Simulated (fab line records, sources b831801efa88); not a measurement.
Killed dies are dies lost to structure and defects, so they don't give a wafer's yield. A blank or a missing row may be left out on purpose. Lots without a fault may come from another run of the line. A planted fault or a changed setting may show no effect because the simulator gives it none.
fab line records | flow sky130
record lots=4 wafers=12 last_day=50
route steps=708 shown VIA2@515 METAL3@532 CAPM@537 PAD_OPEN@708
lots that met no fault: from a run of the same line without faults
start_h: hours from the record's first day to the start of the lot's first wafer shown | wait_h: hours since the lot's step before | " the same as in the row above | L1.1+2: a row that stands for several wafers | - no value, or no start given | * or withheld: withheld | < > ~ a bound
route shown NAME@n: a module of which the file shows steps, and the number in the route of the first | usual: mean/standard deviation of fault-free wafers | same: alike in all rows | chamber/n: place in a boat | sites: the reading at each site | _std_site: their standard deviation | _edge_site: outer sites' mean less inner sites' | radius_mm: how far each site lies from the wafer's centre | mask NAME#n: copy n | behind: the tool/chamber that last shaped the wafer | hold: why the lot was held/for how many hours/how that ended | device: the transistor (n, p or np) that didn't switch | end of line: the same wafers' tests at the end of the route | a step without rows: its recipe alone | killed: dies lost to structure and defects at the first sort, not the wafer's yield | map: a wafer's dies, x killed, . not, _ none there
set.NAME: the setting as run; set.NAME@STEP: as run at that earlier step | model.NAME: the simulator's own value behind a step, which no gauge read
lots at some steps of the route; a table a step, a row a wafer
services: from which hour (start_h, from the record's first day; less than 0 if before it) a tool's chamber was out of use, for how many hours, and why
## steps
# step SKY_VIA2_SOFTBAKE_08
# recipe temp_c=100 time_s=90 resist=KrF-thick
# step SKY_VIA2_EXPOSE_09
# recipe mask_id=VIM2 na=0.8 source_shape=annular sigma_inner=0.55 sigma_outer=0.85 target_cd_nm=200 dose_mj=38
# step SKY_VIA2_PEB_10
# recipe peb_temp_c=withheld peb_time_s=withheld resist=KrF-thick
# step SKY_VIA2_DEVELOP_11
# recipe develop_time_s=60 resist=KrF-thick dev_temp_c=21
# step SKY_VIA2_ETCH_14
# recipe chemistry=N2/H2 target=BARC ion_energy_ev=200 source_w=500 bias_w=100 pressure_mtorr=30 n2_flow_sccm=100 h2_flow_sccm=200 stop_on=SiO2 time_s=45.9 target_depth_a=600
# step SKY_VIA2_ETCH_15
# recipe target=SiO2 chemistry=C4F8/O2/Ar target_depth_nm=546 stop_on=TiN mask_material=KrF-thick source_w=1500 bias_w=1200 pressure_mtorr=40 c4f8_flow_sccm=withheld O2_flow_sccm=6 Ar_flow_sccm=300 time_s=84
# step SKY_VIA2_STRIP_16
# recipe chemistry=O2/N2 power_w=1400 pressure_mtorr=1500 platen_temp_c=withheld o2_flow_sccm=3000 n2_flow_sccm=300 overash_fraction=0.5
# step SKY_VIA2_STRIP_17
# recipe chemistry=post_etch_residue_remover time_s=1200 temp_c=72.5
# step SKY_VIA2_CLEAN_18
# recipe chemistry=IPA time_s=180 temp_c=25
# step SKY_VIA2_CLEAN_19
# recipe chemistry=O3/DIW dry=n2_spin
# step SKY_VIA2_SPUTTER_20
# recipe material=TiN target_thk_nm=20 chamber_pressure_pa=5 power_w=4000 time_s=80
# usual cathode_dc_power_W=4000.0/0.74 throttle_valve_pct=30.3/0.61
# same time_s=80
# columns lot.wafer tool chamber start_h wait_h cathode_dc_power_W throttle_valve_pct
L729.3 pvd_sputter-01 - 903.07 0.0 4000.2 29.5
L729.4 " - " " 4001.0 29.9
L729.6 " - " " 3999.8 30.6
L733.2 pvd_sputter-03 - 931.03 0.0 3999.5 30.5
L733.5 " - " " 4000.8 30.7
L733.6 " - " " 4000.4 30.3
L742.2 pvd_sputter-01 - 997.75 0.0 3999.7 29.9
L742.3 " - " " 3999.3 29.7
L742.4 " - " " 3999.1 28.1
L743.2 pvd_sputter-01 - 1000.52 0.0 4000.0 29.8
L743.3 " - " " 4000.8 30.3
L743.6 " - " " 3999.4 30.4
# step SKY_VIA2_CVD_21
# recipe material=W target_thk_nm=420 time_s=126.4 temp_c=400 pressure_torr=40
# step SKY_VIA2_CMP_24
# recipe stop_on=SiO2 t_overpolish_s=20 down_force_psi=3.5 platen_rpm=60 target_thk_nm=0 pad_velocity_m_s=0.94248
# step SKY_METAL3_SPUTTER_00
# recipe material=Ti target_thk_nm=15 power_w=3000 time_s=10 chamber_pressure_pa=0.4
# step SKY_METAL3_SPUTTER_01
# recipe material=TiN target_thk_nm=20 power_w=6500 time_s=16.7 chamber_pressure_pa=0.4
# step SKY_METAL3_SPUTTER_02
# recipe material=AlCu target_thk_nm=735 power_w=10600 time_s=39.1 chamber_pressure_pa=0.4
# step SKY_METAL3_SPUTTER_03
# recipe material=Ti target_thk_nm=5 power_w=3000 time_s=3.3 chamber_pressure_pa=0.4
# step SKY_METAL3_SPUTTER_04
# recipe material=TiN target_thk_nm=70 power_w=6500 time_s=58.3 chamber_pressure_pa=0.4
# step SKY_CAPM_CVD_00
# recipe material=SiO2 target_thk_nm=15.5 temp_c=400 time_s=withheld rf_w=450
# step SKY_CAPM_SPUTTER_02
# recipe material=TiN target_thk_nm=200 temp_c=300 power_w=6500 time_s=166.7 chamber_pressure_pa=0.4
# step SKY_CAPM_DEHYDRATE_05
# recipe temp_c=200 time_s=60
# step SKY_CAPM_HMDS_06
# recipe prime_time_s=60 prime_temp_c=120
# step SKY_CAPM_COAT_07
# recipe resist=NOVOLAK spin_rpm=3000 resist_thk_nm=1140
# step SKY_CAPM_SOFTBAKE_08
# recipe temp_c=90 time_s=60 resist=NOVOLAK
# step SKY_CAPM_EXPOSE_09
# recipe mask_id=CAPM na=0.6 source_shape=conventional sigma_outer=0.6 polarization=unpolarized target_cd_nm=1000 dose_mj=159
# step SKY_CAPM_PEB_10
# recipe temp_c=withheld time_s=* resist=NOVOLAK
# step SKY_CAPM_DEVELOP_11
# recipe resist=NOVOLAK developer=TMAH develop_time_s=60 dev_temp_c=23
# step SKY_CAPM_METAL_ETCH_13
# recipe target_depth_nm=220 stop_on=SiO2 chemistry=Cl2/BCl3 target=TiN pressure_mtorr=10 icp_w=900 bias_w=48.5 Cl2_flow_sccm=60 bcl3_flow_sccm=30 time_s=62.9
# step SKY_CAPM_STRIP_14
# recipe chemistry=O2/N2 power_w=1400 pressure_mtorr=1500 platen_temp_c=withheld o2_flow_sccm=3000 n2_flow_sccm=300 overash_fraction=0.5
# step SKY_CAPM_STRIP_15
# recipe chemistry=post_etch_residue_remover time_s=1200 temp_c=72.5
# step SKY_CAPM_CLEAN_16
# recipe chemistry=IPA time_s=180 temp_c=25
# step SKY_CAPM_CLEAN_17
# recipe chemistry=O3/DIW dry=n2_spin
# step SKY_METAL3_DEHYDRATE_05
# recipe temp_c=200 time_s=60
# step SKY_METAL3_HMDS_06
# recipe prime_time_s=60 prime_temp_c=120
# step SKY_PAD_OPEN_PROBE_99
# usual defect_limited_yield=82.5/1.9 killed_at_M0_to_M3=43/7.6 killed_at_M4_up=2.9/1.7 killed_at_contacts=24/5.5 killed_at_front_end=15/4.2 killed_at_other=0.3/0.52 killed_dies=86/9.4 killed_open=47/7 killed_short=39/6.4 sort_bin_3_pad_short=0.9/0.4 sort_bin_5_function=10.3/1.6 sort_bin_6_memory=6.2/1.1 sort_n_pass=406/9.4 sort_yield_pct=82.5/1.9
# same gross_dies=492 killed_at_back_side=0 sort_bin_4_leakage[%]=0 sort_bin_8_speed[%]=0
# columns lot.wafer tool chamber start_h wait_h defect_limited_yield[%] killed_at_M0_to_M3 killed_at_M4_up killed_at_contacts killed_at_front_end killed_at_other killed_dies killed_open killed_short sort_bin_3_pad_short[%] sort_bin_5_function[%] sort_bin_6_memory[%] sort_n_pass sort_yield_pct[%] model.etest.tester.sort_n_pass model.etest.tester.sort_yield_pct model.etest.tester.sort_bin_5_pct model.etest.tester.sort_bin_3_pct
L729.3 prober-01 - 1121.08 0.2 82.9 46 4 16 17 1 84 39 44 1.0 10.4 5.7 408 82.9 408 82.93 10.37 1.016
L729.4 prober-01 - 1121.13 0.2 84.6 50 0 15 11 0 76 49 27 0.6 7.9 6.9 416 84.6 416 84.55 7.927 0.6098
L729.6 prober-01 - 1121.23 0.2 86.4 35 4 20 8 0 67 32 35 0.6 6.5 6.5 425 86.4 425 86.38 6.504 0.6098
L733.2 prober-01 - 1143.65 0.1 83.3 39 2 27 14 0 82 51 30 1.0 10.2 5.5 410 83.3 410 83.33 10.16 1.016
L733.5 prober-01 - 1143.80 0.2 81.3 48 4 29 11 0 92 51 41 1.0 9.8 7.9 400 81.3 400 81.3 9.756 1.016
L733.6 prober-01 - 1143.85 0.2 80.5 41 3 32 20 0 96 56 39 0.6 13.0 5.9 396 80.5 396 80.49 13.01 0.6098
L742.2 prober-02 - 1190.18 0.1 73.2 97 4 15 16 0 132 36 29 4.5 14.0 8.3 360 73.2 360 73.17 14.02 4.472
L742.3 prober-02 - 1190.23 0.2 79.1 74 2 20 7 0 103 37 31 3.0 12.6 5.3 389 79.1 389 79.06 12.6 3.049
L742.4 prober-02 - 1190.28 0.2 70.3 109 2 20 15 0 146 43 39 4.7 17.7 7.3 346 70.3 346 70.33 17.68 4.675
L743.2 prober-01 - 1192.15 0.1 70.5 107 4 26 8 0 145 39 45 5.5 17.9 6.1 347 70.5 347 70.53 17.89 5.488
L743.3 prober-01 - 1192.20 0.2 78.5 61 1 26 18 0 106 38 41 2.4 13.6 5.5 386 78.5 386 78.46 13.62 2.439
L743.6 prober-01 - 1192.35 0.2 77.4 70 7 17 16 1 111 35 47 3.7 14.0 4.9 381 77.4 381 77.44 14.02 3.659
# killed by level:class
L729.3 VIA3:geometric_particle:open=9 VIA1:geometric_particle:open=8 CONTACT:geometric_particle:short=6 METAL1:geometric_particle:short=6 VIA1:geometric_particle:short=6 VIA2:geometric_particle:open=6 FIELD_ISO:geometric_particle:short=5 POLY_GATE:geometric_particle:open=4
L729.4 VIA1:geometric_particle:open=17 VIA3:geometric_particle:open=8 VIA2:geometric_particle:open=7 METAL3:geometric_particle:short=5 LI_CONTACT:geometric_particle:open=4 CONTACT:geometric_particle:short=4 CONTACT:geometric_particle:open=4 METAL2:geometric_particle:short=3
L729.6 CONTACT:geometric_particle:open=9 METAL1:geometric_particle:short=6 METAL2:geometric_particle:short=6 VIA1:geometric_particle:open=6 CONTACT:geometric_particle:short=5 FIELD_ISO:geometric_particle:short=3 LI_CONTACT:geometric_particle:open=3 VIA2:geometric_particle:open=3
L733.2 CONTACT:geometric_particle:open=12 VIA1:geometric_particle:open=10 CONTACT:geometric_particle:short=7 VIA2:geometric_particle:open=7 LI_CONTACT:geometric_particle:open=5 METAL1:geometric_particle:short=5 VIA3:geometric_particle:open=5 FIELD_ISO:geometric_particle:open=4
L733.5 CONTACT:geometric_particle:open=16 METAL2:geometric_particle:short=9 VIA1:geometric_particle:open=8 VIA3:geometric_particle:open=8 METAL1:geometric_particle:short=7 FIELD_ISO:geometric_particle:open=5 VIA2:geometric_particle:open=5 LI_CONTACT:geometric_particle:open=4
L733.6 CONTACT:geometric_particle:open=16 VIA1:geometric_particle:open=11 VIA3:geometric_particle:open=9 CONTACT:geometric_particle:short=7 FIELD_ISO:geometric_particle:short=6 VIA2:geometric_particle:open=5 FIELD_ISO:geometric_particle:open=4 LI_CONTACT:geometric_particle:short=4
L742.2 VIA2:unspecified=67 VIA1:geometric_particle:open=8 POLY_GATE:geometric_particle:short=7 LI_CONTACT:geometric_particle:open=6 VIA2:geometric_particle:open=6 VIA3:geometric_particle:open=5 FIELD_ISO:geometric_particle:open=4 VIA1:geometric_particle:short=4
L742.3 VIA2:unspecified=35 VIA1:geometric_particle:open=10 CONTACT:geometric_particle:open=10 METAL2:geometric_particle:short=8 METAL1:geometric_particle:short=6 VIA3:geometric_particle:open=5 VIA2:geometric_particle:open=4 LOCAL_INTERCONNECT:geometric_particle:open=3
L742.4 VIA2:unspecified=64 VIA3:geometric_particle:open=9 VIA1:geometric_particle:open=8 CONTACT:geometric_particle:short=6 VIA1:geometric_particle:short=6 FIELD_ISO:geometric_particle:open=5 LI_CONTACT:geometric_particle:open=5 LOCAL_INTERCONNECT:geometric_particle:short=5
L743.2 VIA2:unspecified=61 VIA3:geometric_particle:open=10 LOCAL_INTERCONNECT:geometric_particle:short=8 CONTACT:geometric_particle:open=8 VIA1:geometric_particle:open=7 VIA2:geometric_particle:open=6 METAL2:geometric_particle:short=5 FIELD_ISO:geometric_particle:short=4
L743.3 VIA2:unspecified=27 CONTACT:geometric_particle:open=8 LOCAL_INTERCONNECT:geometric_particle:short=7 METAL2:geometric_particle:short=7 VIA3:geometric_particle:open=7 FIELD_ISO:geometric_particle:short=6 FIELD_ISO:geometric_particle:open=5 LI_CONTACT:geometric_particle:open=5
L743.6 VIA2:unspecified=29 METAL2:geometric_particle:short=8 METAL1:geometric_particle:short=6 VIA3:geometric_particle:open=6 CONTACT:geometric_particle:short=5 POLY_GATE:geometric_particle:short=4 POLY_GATE:geometric_particle:open=4 VIA2:geometric_particle:open=4
# map L742.4 (x killed, . not)
__________..xx..x.x._________
________......x.....x._______
______....x..x...xxx..x._____
_____....x........x....x.____
____....x..x.......x...x..___
___....xx.x................__
__...x..xx..........x.xx...._
_.................xx....x....
_..........x..........x.x....
_.................x.x........
_...x.x........x..........x..
_.......x..x....x..xxxx.x....
_x..x....x......x.xxxxxxxx.xx
_.x..............xxxxxxxxx...
_....x.......x.xxxxxxxxxxxx..
__x.x.......x...xxxxxxxxxxx._
___x....xx..xx..xxxxxxxxxx.__
____x..x..x..x.xx.xxxxxxx.___
_____..x......x....xxx.xx____
______x........x.x.xxx.._____
________x.x..........x_______
__________x......x.._________
# map L743.2 (x killed, . not)
__________...x.x..x._________
________.x........x..._______
______x................._____
_____........x....x..x..x____
____.....x...x............___
___....x.x.x...xx.........x__
__..............x..........._
_..x.........x....x...x..x..x
_..x.....x...........x..xx..x
_..x.x.....xx.x......x.......
_x.x.x.....x................x
_.xxx..x.xx.x.........xx....x
_x....xxxxxxx................
_xx...xxxxxxxx.......x.xx.x..
_...xxxxxxxxxx..x.......x.x..
__x..xxxxxxxx.xx.x..x.x....x_
___.xxxxxxxxx.x..........x.__
____xxxxxxxxxxx.x...xx.x.x___
_____.xxxxxx...x....xx.x.____
______...x.x......xx..x._____
________.............._______
__________x........._________
## services
# columns tool chamber start_h hours kind
pvd_sputter-01 1 912.08 - consumable_replace:kit
pvd_sputter-01 1 912.08 18.0 scheduled_down
pvd_sputter-01 1 912.08 18.0 vent_cycle
pvd_sputter-01 - 938.20 8.3 repair
pvd_sputter-03 1 947.70 - consumable_replace:kit
pvd_sputter-03 1 947.70 18.0 scheduled_down
pvd_sputter-03 1 947.70 18.0 vent_cycle
pvd_sputter-01 0 982.08 - consumable_replace:kit
pvd_sputter-01 0 982.08 18.0 scheduled_down
pvd_sputter-01 0 982.08 18.0 vent_cycle
pvd_sputter-01 - 989.62 0.8 repair
## key
first_sign step=SKY_PAD_OPEN_PROBE_99 reading=sort_bin_3_pad_short direction=up sigmas=7.5 usual=0.9 struck=4.0
effect step=SKY_PAD_OPEN_PROBE_99 reading=killed_at_M0_to_M3 direction=up sigmas=5.7 usual=43 struck=86
model_effect step=SKY_PAD_OPEN_PROBE_99 value=etest.tester.sort_n_pass without=407.2 struck=368.2
met_at SKY_VIA2_SPUTTER_20
struck_wafers L742.2,L742.3,L742.4,L743.2,L743.3,L743.6
onset_between 903.07 997.75
also_fits time
fault kind=chamber_particle_source tool=pvd_sputter-01 chamber=- onset_h=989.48 steps=SKY_VIA2_SPUTTER_20 rate_per_visit_cm2=1.5684 end_h=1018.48
